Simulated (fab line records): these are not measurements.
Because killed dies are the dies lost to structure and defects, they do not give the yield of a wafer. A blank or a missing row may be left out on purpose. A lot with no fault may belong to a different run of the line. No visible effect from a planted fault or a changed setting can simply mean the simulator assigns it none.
A struck lot beside a sound one -- flow sky130 -- 17 out of 708 route steps
Sound: these wafers, L766.2, L766.3, L766.5. Wafers struck: L778.3, L778.4, L778.5. The cause is given at the end.
For every step that has rows: the tool of each side, followed by ch and its chambers, followed by its first start. Under that, the readings that differ: sound wafers -- struck wafers -- difference of the means -- sigmas: that difference in standard deviations of wafers without a fault.
alike: words and numbers the same on both sides, and readings whose means are apart by under 2 such deviations; not compared: readings that were withheld, readings missing a value for some wafer, numbers with overlapping values and no deviation given by the record, and bounds like >300 which may hide the same value.
Wherever a step has rows on one side only, a row that says differs or no value, or a row with sigmas, the two part there. Numbers that don't overlap but have no deviation are shown without sigmas and don't part them. Lack of a reading on every wafer of one side parts them only where that side has two or more wafers.

SKY_VIA2_CMP_02: polishes SiO2.
  sound on cmp-01 ch 0,1,2, day 36 17:51; struck on cmp-02 ch 1,3, day 40 11:28
  alike: motor current A
SKY_VIA2_BOW_MEAS_03:
  struck on film metro-03, day 40 11:49; sound on film metro-03, day 36 18:07
  alike: VIA2_BOW
then, 8 steps without rows for these wafers: SKY_VIA2_DEHYDRATE_04 (time 60 s); SKY_VIA2_HMDS_05 (prime time 60 s); SKY_VIA2_COAT_06 (resist thk 60 nm); SKY_VIA2_COAT_07 (resist thk 450 nm); SKY_VIA2_SOFTBAKE_08 (time 90 s); SKY_VIA2_EXPOSE_09 (exposes mask VIM2, target cd 200 nm); SKY_VIA2_PEB_10; SKY_VIA2_DEVELOP_11 (develop time 60 s).
SKY_VIA2_CD_MEAS_12: target cd 200 nm.
  struck on cd sem-02, day 41 12:00; sound on cd sem-01, day 37 20:08
reading,sound,struck,difference,sigmas
cd nm (nm),201.4 201.7 201.6,198.5 196.8 198.6,-3.6,-3
SKY_VIA2_OVL_MEAS_13:
  struck on overlay-02, day 41 12:06; sound on overlay-02, day 37 20:14
  alike: VIA2_OVL
SKY_VIA2_ETCH_14: etches BARC in N2/H2, stops on SiO2, time 45.9 s, target depth 60 nm.
  sound on rie diel-01 ch 2,3, day 37 20:16; struck on rie diel-04 ch 1,2, day 41 12:07
  no value came back on the struck wafers for any of 6 readings (bias w (W), chamber pressure mTorr (mTorr) and others); on the sound wafers bias w (W) reads 99.79 100.56 100.31
reading,sound,struck,difference,sigmas
model.KrF-thick_of_VIA2_COAT_07.thk nm (nm),393 394.7 392.2,435.3 435 434.7,+41.7,
  not compared: rf hours counter h
SKY_VIA2_ETCH_15: etches SiO2 in C4F8/O2/Ar, stops on TiN, target depth 546 nm, time 84 s.
  sound on rie diel-01 ch 2,3, day 37 20:19; struck on rie diel-04 ch 1,2, day 41 12:10
reading,sound,struck,difference,sigmas
oes product au (a.u.),0.945 0.945 0.932,0.380 0.371 0.372,-0.566,-99 or more
model.KrF-thick_of_VIA2_COAT_07.thk nm (nm),281.5 285.8 282.9,328.5 325.6 326.1,+43.3,
  alike: bias w, chamber pressure mTorr, rf fwd power W
  not compared: rf hours counter h
SKY_VIA2_STRIP_16: strips in O2/N2.
  sound on plasma asher-01 ch 0,1, day 37 20:22; struck on plasma asher-03 ch 0,1, day 41 12:16
reading,sound,struck,difference,sigmas
drypump motor current A (A),6.0 6.0 5.7,5.0 4.8 4.8,-1.0,-2
oes product au (a.u.),0.403 0.400 0.401,0.412 0.417 0.421,+0.015,+4
strip time to endpoint s (s),4.031 4.084 4.020,4.526 4.484 4.496,+0.457,+18
  not compared: rf hours counter h
then, 1 step without rows for these wafers: SKY_VIA2_STRIP_17 (strips in post etch residue remover, time 1200 s).
-- the record jumps here: 8 days lie between the struck wafers' starts before and after (it left off in module VIA2 and takes up again in module PAD_OPEN, whose first step shown is number 708 of the route) --
SKY_PAD_OPEN_PROBE_99:
  struck on prober-02, day 49 20:12; sound on prober-02, day 47 00:10
reading,sound,struck,difference,sigmas
defect limited yield (%),82.9 84.8 84.3,0 0 0,-84,-42
killed_at_M0_to_M3,43 36 42,437 445 447,+403,+57
killed dies,84 75 77,492 492 492,+413,+43
killed on rim,15 16 19,96 96 96,+79,+18
sort_bin_5_function (%),11.2 9.8 9.6,92.7 91.9 92.1,+82.0,+59
sort n pass,408 417 415,0 0 0,-413,-43
sort yield pct (%),82.9 84.8 84.3,0 0 0,-84,-42
  alike: killed_at_M4_up, killed at contacts, killed at front end, killed at other, killed open, killed short, sort_bin_3_pad_short, sort_bin_6_memory

== WHERE THEY PART ==
First at SKY_VIA2_CD_MEAS_12; last, within this record, at SKY_PAD_OPEN_PROBE_99.

WHY: the cause the simulator had injected
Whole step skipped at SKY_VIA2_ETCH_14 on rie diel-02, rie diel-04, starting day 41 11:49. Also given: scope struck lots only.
